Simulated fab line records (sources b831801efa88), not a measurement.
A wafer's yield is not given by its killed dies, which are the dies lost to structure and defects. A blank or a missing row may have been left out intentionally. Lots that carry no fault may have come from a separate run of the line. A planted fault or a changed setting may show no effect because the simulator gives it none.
Which tool was responsible? | flow gf180mcu | Sampling: 24 lots, 72 wafers, 6 of 602 route steps

== WHAT THE GAUGES SHOWED, per wafer ==
GF_CONTACT_CD_MEAS_14: the cd target is 220 nm. Usual: cd_nm at 220.1 nm, with a standard deviation of 1.5.
lot  | measured     | on        | cd_nm (nm)        | flag
L074 | day 16 01:13 | cd_sem-02 | 220.7 220.2 219.2 |
L075 | day 16 07:05 | cd_sem-01 | 222.2 221.7 220.9 |
L076 | day 16 16:32 | cd_sem-02 | 220.7 220.8 222.0 |
L077 | day 17 05:31 | cd_sem-02 | 221.3 220.9 219.8 |
L078 | day 17 18:35 | cd_sem-02 | 219.8 219.8 218.9 |
L079 | day 17 22:34 | cd_sem-02 | 222.7 223.3 221.8 |
L080 | day 18 09:14 | cd_sem-02 | 217.6 217.9 218.0 |
L081 | day 18 23:17 | cd_sem-01 | 218.8 219.7 219.6 |
L082 | day 19 02:23 | cd_sem-02 | 218.9 217.3 218.6 |
L083 | day 19 08:02 | cd_sem-02 | 221.7 221.6 222.2 |
L084 | day 19 18:11 | cd_sem-02 | 219.8 219.2 221.2 |
L085 | day 20 05:52 | cd_sem-02 | 220.2 219.6 220.8 |
L086 | day 20 12:15 | cd_sem-01 | 221.9 220.7 222.2 |
L087 | day 20 19:53 | cd_sem-01 | 220.3 221.6 219.7 |
L088 | day 21 03:17 | cd_sem-01 | 219.1 218.8 220.1 |
L089 | day 21 18:02 | cd_sem-01 | 220.7 220.2 219.7 |
L090 | day 21 23:02 | cd_sem-01 | 214.9 218.1 218.5 |
L091 | day 22 08:17 | cd_sem-02 | 218.9 218.5 220.3 |
L092 | day 22 16:53 | cd_sem-01 | 220.2 220.6 220.6 |
L093 | day 22 21:01 | cd_sem-01 | 220.1 220.0 219.8 |
L094 | day 23 08:44 | cd_sem-02 | 221.3 219.9 220.5 |
L095 | day 23 18:14 | cd_sem-02 | 217.5 219.5 218.6 |
L096 | day 24 00:02 | cd_sem-02 | 220.0 219.9 220.8 |
L097 | day 24 10:32 | cd_sem-02 | 218.8 220.3 217.8 |

GF_M2_THK_MEAS_06: measures by xrf. Usual: M2_ALCU_THK typically reads 438 nm, with standard deviation 5.1.
lot  | measured     | on            | M2_ALCU_THK (nm) | flag
L074 | day 18 03:22 | film_metro-04 | 441 437 439      |
L075 | day 18 09:39 | film_metro-02 | 436 438 439      |
L076 | day 18 22:09 | film_metro-04 | 432 432 434      |
L077 | day 19 09:52 | film_metro-04 | 439 442 444      |
L078 | day 19 23:37 | film_metro-02 | 429 437 438      |
L079 | day 20 03:47 | film_metro-02 | 442 445 437      |
L080 | day 20 14:28 | film_metro-01 | 441 432 435      |
L081 | day 21 04:25 | film_metro-04 | 443 439 441      |
L082 | day 21 07:03 | film_metro-01 | 448 449 437      |
L083 | day 21 12:46 | film_metro-04 | 443 440 447      |
L084 | day 21 21:52 | film_metro-01 | 436 440 445      |
L085 | day 22 10:34 | film_metro-02 | 436 431 435      |
L086 | day 22 16:50 | film_metro-02 | 438 434 437      |
L087 | day 23 00:44 | film_metro-01 | 445 445 447      |
L088 | day 23 07:21 | film_metro-01 | 435 445 441      |
L089 | day 23 21:48 | film_metro-04 | 438 427 437      |
L090 | day 24 02:13 | film_metro-01 | 443 444 444      |
L091 | day 24 11:09 | film_metro-02 | 431 437 435      |
L092 | day 24 18:55 | film_metro-02 | 430 434 435      |
L093 | day 24 22:59 | film_metro-04 | 434 437 430      |
L094 | day 25 10:28 | film_metro-02 | 440 438 438      |
L095 | day 25 19:46 | film_metro-01 | 441 434 432      |
L096 | day 26 02:08 | film_metro-04 | 443 444 444      |
L097 | day 26 10:53 | film_metro-01 | 435 443 432      |

GF_V2_OVL_MEAS_15. Usual: V2_OVL typically reads -1 nm, with standard deviation 5.4.
lot  | measured     | on         | V2_OVL (nm) | flag
L074 | day 20 04:59 | overlay-01 | 0 -2 -5     |
L075 | day 20 11:33 | overlay-01 | -6 -8 -11   |
L076 | day 21 00:15 | overlay-01 | -1 4 -9     |
L077 | day 21 11:24 | overlay-01 | -2 -6 -4    |
L078 | day 22 00:04 | overlay-01 | 2 -1 4      |
L079 | day 22 04:19 | overlay-01 | 6 7 -3      |
L080 | day 22 15:17 | overlay-02 | -9 3 0      |
L081 | day 23 04:21 | overlay-02 | 10 10 4     |
L082 | day 23 07:29 | overlay-02 | 7 -8 1      |
L083 | day 23 12:34 | overlay-01 | -8 1 1      |
L084 | day 23 20:58 | overlay-01 | -7 -11 -12  |
L085 | day 24 09:46 | overlay-01 | -1 -1 0     |
L086 | day 24 15:34 | overlay-01 | 3 3 5       |
L087 | day 24 23:51 | overlay-01 | 2 -4 4      |
L088 | day 25 06:36 | overlay-02 | -4 -2 6     |
L089 | day 25 18:51 | overlay-01 | 1 -9 -12    |
L090 | day 25 23:26 | overlay-01 | 6 5 1       |
L091 | day 26 07:22 | overlay-02 | 2 2 2       |
L092 | day 26 15:00 | overlay-02 | 1 0 -5      |
L093 | day 26 19:19 | overlay-02 | 0 10 10     |
L094 | day 27 05:49 | overlay-01 | 4 4 6       |
L095 | day 27 13:52 | overlay-02 | -3 0 4      |
L096 | day 27 20:21 | overlay-01 | -1 -7 -4    |
L097 | day 28 05:07 | overlay-01 | 3 10 5      |

GF_V2_THK_MEAS_25: measures by xrf. Usual: V2_W_THK typically reads 346 nm, with standard deviation 3.8.
lot  | measured     | on            | V2_W_THK (nm) | flag
L074 | day 20 06:02 | film_metro-03 | 349 343 345   |
L075 | day 20 12:37 | film_metro-03 | 342 352 350   |
L076 | day 21 01:20 | film_metro-02 | 340 351 344   |
L077 | day 21 12:32 | film_metro-02 | 348 345 350   |
L078 | day 22 01:08 | film_metro-03 | 342 349 337   |
L079 | day 22 05:22 | film_metro-04 | 345 344 343   |
L080 | day 22 16:19 | film_metro-04 | 347 346 337   |
L081 | day 23 05:23 | film_metro-03 | 350 348 347   |
L082 | day 23 08:33 | film_metro-04 | 350 348 347   |
L083 | day 23 13:35 | film_metro-04 | 345 352 347   |
L084 | day 23 22:07 | film_metro-03 | 346 348 348   |
L085 | day 24 10:51 | film_metro-04 | 349 348 342   |
L086 | day 24 16:37 | film_metro-04 | 344 347 344   |
L087 | day 25 00:53 | film_metro-02 | 357 351 346   |
L088 | day 25 07:42 | film_metro-04 | 343 339 340   |
L089 | day 25 19:59 | film_metro-04 | 352 343 346   |
L090 | day 26 00:34 | film_metro-04 | 346 349 347   |
L091 | day 26 08:32 | film_metro-04 | 345 347 348   |
L092 | day 26 16:02 | film_metro-02 | 349 344 342   |
L093 | day 26 20:23 | film_metro-03 | 348 354 351   |
L094 | day 27 06:52 | film_metro-02 | 347 347 350   |
L095 | day 27 14:56 | film_metro-04 | 346 344 350   |
L096 | day 27 21:25 | film_metro-04 | 344 337 342   |
L097 | day 28 06:08 | film_metro-02 | 348 348 351   |

== WHAT TOOL EACH LOT RAN ON (gives the tool, then ch and the chambers of the sampled wafers, and finally the start) ==
lot  | GF_M1_SPUTTER_01             | GF_V1_CVD_23
L074 | pvd_sputter-02, day 16 02:36 | cvd_w-01 ch 0,1, day 18 02:25
L075 | pvd_sputter-02, day 16 08:29 | cvd_w-02 ch 0,1, day 18 08:36
L076 | pvd_sputter-03, day 16 19:44 | cvd_w-02 ch 0,1, day 18 21:13
L077 | pvd_sputter-03, day 17 06:50 | cvd_w-02 ch 0,1, day 19 08:56
L078 | pvd_sputter-02, day 17 20:04 | cvd_w-02 ch 0,1, day 19 22:42
L079 | pvd_sputter-02, day 17 23:58 | cvd_w-01 ch 0, day 20 02:51
L080 | pvd_sputter-03, day 18 10:36 | cvd_w-02 ch 0,1, day 20 13:33
L081 | pvd_sputter-02, day 19 00:42 | cvd_w-01 ch 0,1, day 21 03:28
L082 | pvd_sputter-02, day 19 03:44 | cvd_w-01 ch 0,1, day 21 06:07
L083 | pvd_sputter-02, day 19 09:25 | cvd_w-01 ch 0,1, day 21 11:50
L084 | pvd_sputter-02, day 19 19:34 | cvd_w-01 ch 0,1, day 21 20:57
L085 | pvd_sputter-01, day 20 07:22 | cvd_w-01 ch 0,1, day 22 09:38
L086 | pvd_sputter-02, day 20 13:39 | cvd_w-02 ch 0,1, day 22 15:55
L087 | pvd_sputter-03, day 20 21:17 | cvd_w-01 ch 0,1, day 22 23:49
L088 | pvd_sputter-03, day 21 04:41 | cvd_w-01 ch 0,1, day 23 06:25
L089 | pvd_sputter-01, day 21 19:40 | cvd_w-02 ch 0,1, day 23 20:52
L090 | pvd_sputter-02, day 22 00:24 | cvd_w-01 ch 0,1, day 24 01:18
L091 | pvd_sputter-02, day 22 09:39 | cvd_w-01 ch 0,1, day 24 10:11
L092 | pvd_sputter-01, day 22 18:17 | cvd_w-01 ch 0,1, day 24 17:59
L093 | pvd_sputter-03, day 22 22:23 | cvd_w-02 ch 0,1, day 24 22:01
L094 | pvd_sputter-03, day 23 10:07 | cvd_w-01 ch 0,1, day 25 09:33
L095 | pvd_sputter-01, day 23 19:38 | cvd_w-01 ch 0,1, day 25 18:49
L096 | pvd_sputter-03, day 24 01:32 | cvd_w-02 ch 0,1, day 26 01:11
L097 | pvd_sputter-03, day 24 11:58 | cvd_w-01 ch 0,1, day 26 09:58
- GF_M1_SPUTTER_01: material TiN, target thk 30 nm, time 25 s.
- GF_V1_CVD_23: deposits W, target thk 350 nm, time 105.05 s.

== AS READ BY THE TOOLS THEMSELVES (means over the sampled wafers that have a number; for cases with no such wafer, the mark the record gives instead) ==
GF_M1_SPUTTER_01. Usual: throttle_valve_pct at 30.3 %, with a standard deviation of 0.9.
lot  | tool           | throttle_valve_pct (%) | flag
L074 | pvd_sputter-02 | 30.4                   |
L075 | pvd_sputter-02 | 30.3                   |
L076 | pvd_sputter-03 | 30.4                   |
L077 | pvd_sputter-03 | 29.7                   |
L078 | pvd_sputter-02 | 30.0                   |
L079 | pvd_sputter-02 | 30.3                   |
L080 | pvd_sputter-03 | 30.0                   |
L081 | pvd_sputter-02 | 31.1                   |
L082 | pvd_sputter-02 | 30.3                   |
L083 | pvd_sputter-02 | 30.6                   |
L084 | pvd_sputter-02 | 30.2                   |
L085 | pvd_sputter-01 | 29.8                   |
L086 | pvd_sputter-02 | 30.2                   |
L087 | pvd_sputter-03 | 30.9                   |
L088 | pvd_sputter-03 | 30.6                   |
L089 | pvd_sputter-01 | 29.8                   |
L090 | pvd_sputter-02 | 30.3                   |
L091 | pvd_sputter-02 | 30.7                   |
L092 | pvd_sputter-01 | 29.8                   |
L093 | pvd_sputter-03 | 30.1                   |
L094 | pvd_sputter-03 | 29.4                   |
L095 | pvd_sputter-01 | 29.9                   |
L096 | pvd_sputter-03 | 30.4                   |
L097 | pvd_sputter-03 | 30.7                   |

GF_V1_CVD_23. Usual: heater_power_w at 869 W, with a standard deviation of 110.
lot  | tool     | heater_power_w (W) | flag
L074 | cvd_w-01 | 861                |
L075 | cvd_w-02 | 842                |
L076 | cvd_w-02 | 949                |
L077 | cvd_w-02 | 949                |
L078 | cvd_w-02 | 939                |
L079 | cvd_w-01 | 933                |
L080 | cvd_w-02 | 841                |
L081 | cvd_w-01 | 818                |
L082 | cvd_w-01 | 819                |
L083 | cvd_w-01 | 817                |
L084 | cvd_w-01 | 830                |
L085 | cvd_w-01 | 885                |
L086 | cvd_w-02 | 935                |
L087 | cvd_w-01 | 886                |
L088 | cvd_w-01 | 820                |
L089 | cvd_w-02 | 846                |
L090 | cvd_w-01 | 883                |
L091 | cvd_w-01 | 881                |
L092 | cvd_w-01 | 822                |
L093 | cvd_w-02 | 954                |
L094 | cvd_w-01 | 831                |
L095 | cvd_w-01 | 883                |
L096 | cvd_w-02 | 871                |
L097 | cvd_w-01 | 825                |

== THE ANSWER, worked out from the rows above alone ==
Rule: a lot is off if the mean of its wafers that have a number lies more than 3 standard deviations from the usual mean. Also off: a lot with no number at a reading for which 4 or more lots have one. Any other lot the step has rows for is counted as sound. First the gauges in route order, then the tools' own readings, where a lot's mean is used as printed above. At the first step where some lot is off, the reading lying furthest off is the one used; lots without a number count as furthest.
No lot is off on any of the readings shown, so nothing can be concluded from this.

== WHAT THE SIMULATOR PUT IN ==
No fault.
